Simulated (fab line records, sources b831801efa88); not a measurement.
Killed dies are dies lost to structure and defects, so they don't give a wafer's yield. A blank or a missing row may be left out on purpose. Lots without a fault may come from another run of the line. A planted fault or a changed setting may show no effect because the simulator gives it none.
Problem report in the 8D (eight disciplines) form, filled by code | flow sky130 | the parts of the form that need people (team, actions taken, sign-off) are left out

1. THE PROBLEM
oes_product_au at SKY_VIA4_ETCH_12 reads a mean of 0.871 a.u. on 2 wafers of 2 lots; wafers without a fault read 0.925 a.u. with a standard deviation of 0.0047. That is -11 standard deviations from the usual mean.
The step: etches SiO2 in C4F8/O2/Ar, stops on TiN, target depth 580 nm.
First seen on wafer L477.6, day 45 06:26, on rie_diel-01. The record holds 32 wafers of 11 lots with a number at this step. Rule for "out", or "out of limits": more than 4 standard deviations from the usual mean. The other wafers with a number count as sound.

2. WHAT IT IS AND WHAT IT IS NOT
question                    | is                       | is not
which readings at this step | oes_product_au           | -
which lots                  | L477, L481               | L468, L470, L472, L473, L485, L486, L487, L488, L491
which wafers of those lots  | L477.6, L481.2           | L477.4, L477.5, L481.5
read on which tools         | rie_diel-01, rie_diel-02 | rie_diel-03
when                        | from day 45 06:26        | up to then (14 sound wafers); but 16 sound wafers of L481, L485, L486, L487, L488, L491 came after

3. SUSPECTS, AND WHAT RULES EACH OUT
Counting: a tool at a process step up to the reading stays a suspect if it ran every lot that is out. Sound lots after the first of them don't rule it out here, since some wafers of a struck lot are sound.
- cmp-01 at SKY_VIA4_CMP_02 (polishes SiO2): kept. It ran every lot that is out, first L477 (day 44 09:08); its last sound lot up to then is L472 (day 42 16:17).
Left after counting: cmp-01 at SKY_VIA4_CMP_02.

4. THE CAUSE (what the simulator had put in)
Process parameter drift: cmp-01, from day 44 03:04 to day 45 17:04, at SKY_VIA4_CMP_02. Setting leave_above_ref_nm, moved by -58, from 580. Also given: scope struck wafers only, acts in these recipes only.
Counting left only this tool.

5. THE CHAIN OF EFFECTS, in route order
Each row: a reading whose mean over the struck wafers that have a number lies more than 3 standard deviations from the usual. Only readings for which the record gives a usual standard deviation are gone through. hours: the time from each lot's start at the first step in this table that gives one to its start at this step, as a median over the lots. sigmas: the change in usual standard deviations.
hours | step             | reading        | usual      | on struck wafers | change | sigmas
0     | SKY_VIA4_ETCH_12 | oes_product_au | 0.925 a.u. | 0.871            | -0.054 | -11
The process steps in it:
- SKY_VIA4_ETCH_12: etches SiO2 in C4F8/O2/Ar, stops on TiN, target depth 580 nm.

6. WHAT WOULD HAVE CAUGHT IT SOONER
In this record the first reading out of limits was taken at day 45 06:26, 27 hours after the fault began at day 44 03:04.
Of the tool readings at SKY_VIA4_CMP_02 for which the record gives a usual standard deviation, none was out on any struck wafer, so an alarm limit of 4 standard deviations on them would not have fired.
Of the lots that are out (2), L481 began SKY_VIA4_CMP_02 on cmp-01 after day 45 06:26. A hold on the tool at that time would have spared it.
